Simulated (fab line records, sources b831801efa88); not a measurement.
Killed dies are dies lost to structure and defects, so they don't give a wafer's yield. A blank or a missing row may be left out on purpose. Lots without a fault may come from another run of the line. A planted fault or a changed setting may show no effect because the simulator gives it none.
Which tool did it? | flow gf180mcu | 7 lots, 21 wafers sampled, at 4 steps of a route of 602

WHAT THE GAUGES READ, wafer by wafer
GF_PASSIVATION_THK_MEAS_03.
lot  | measured     | on            | PASSIVATION_CVD_02_THK (nm)
L346 | day 27 23:51 | film_metro-03 | 690 707 701
L348 | day 28 21:38 | film_metro-02 | 702 701 710
L351 | day 29 21:25 | film_metro-02 | 692 714 699
L352 | day 30 12:47 | film_metro-02 | 701 693 706
L354 | day 31 21:10 | film_metro-01 | 688 689 708
L355 | day 32 01:10 | film_metro-01 | 683 689 693
L361 | day 33 01:43 | film_metro-03 | 696 703 711

WHICH TOOL RAN EACH LOT (tool, then ch and the chambers of the sampled wafers, then the start)
lot  | GF_V1_CLEAN_20                  | GF_V5_CVD_23                  | GF_TOP_METAL_SPUTTER_02
L346 | wet_bench-02 ch 3, day 18 00:08 | cvd_w-02 ch 0,1, day 27 02:07 | pvd_sputter-04, day 27 02:50
L348 | wet_bench-03 ch 3, day 19 00:07 | cvd_w-02 ch 0,1, day 28 00:28 | pvd_sputter-01, day 28 01:09
L351 | wet_bench-01 ch 0, day 20 08:19 | cvd_w-01 ch 0,1, day 29 00:37 | pvd_sputter-04, day 29 01:18
L352 | wet_bench-03 ch 3, day 21 02:13 | cvd_w-01 ch 0,1, day 29 15:50 | pvd_sputter-04, day 29 16:33
L354 | wet_bench-01 ch 3, day 22 06:46 | cvd_w-02 ch 0,1, day 30 15:06 | pvd_sputter-04, day 30 15:50
L355 | wet_bench-02 ch 3, day 22 15:01 | cvd_w-01 ch 0,1, day 30 21:23 | pvd_sputter-01, day 30 22:07
L361 | wet_bench-02 ch 2, day 24 08:58 | cvd_w-02 ch 0,1, day 32 03:52 | pvd_sputter-03, day 32 07:55
- GF_V1_CLEAN_20: cleans in DIW.
- GF_V5_CVD_23: deposits W, target thk 350 nm, time 104.9 s.
- GF_TOP_METAL_SPUTTER_02: material AlCu, target thk 900 nm, time 47.82 s.

THE ANSWER, worked out from the rows above alone
Rule: what is usual is taken from the lots themselves. Put in order of their means at a reading, lots are off if they are a third of the lots or fewer, leave a main group of 4 or more, and stand apart from it by a gap of 3 or more times the standard deviation of the main group's means; of several such gaps the widest counts. A main group whose means are all the same, to the digits that the tables above print for the reading, isn't used. A lot without any number at a reading at which 4 lots or more have one is off too. The other lots that the step has rows for count as sound.
No lot is off at any reading shown: from this, nothing can be told.

WHAT THE SIMULATOR HAD PUT IN
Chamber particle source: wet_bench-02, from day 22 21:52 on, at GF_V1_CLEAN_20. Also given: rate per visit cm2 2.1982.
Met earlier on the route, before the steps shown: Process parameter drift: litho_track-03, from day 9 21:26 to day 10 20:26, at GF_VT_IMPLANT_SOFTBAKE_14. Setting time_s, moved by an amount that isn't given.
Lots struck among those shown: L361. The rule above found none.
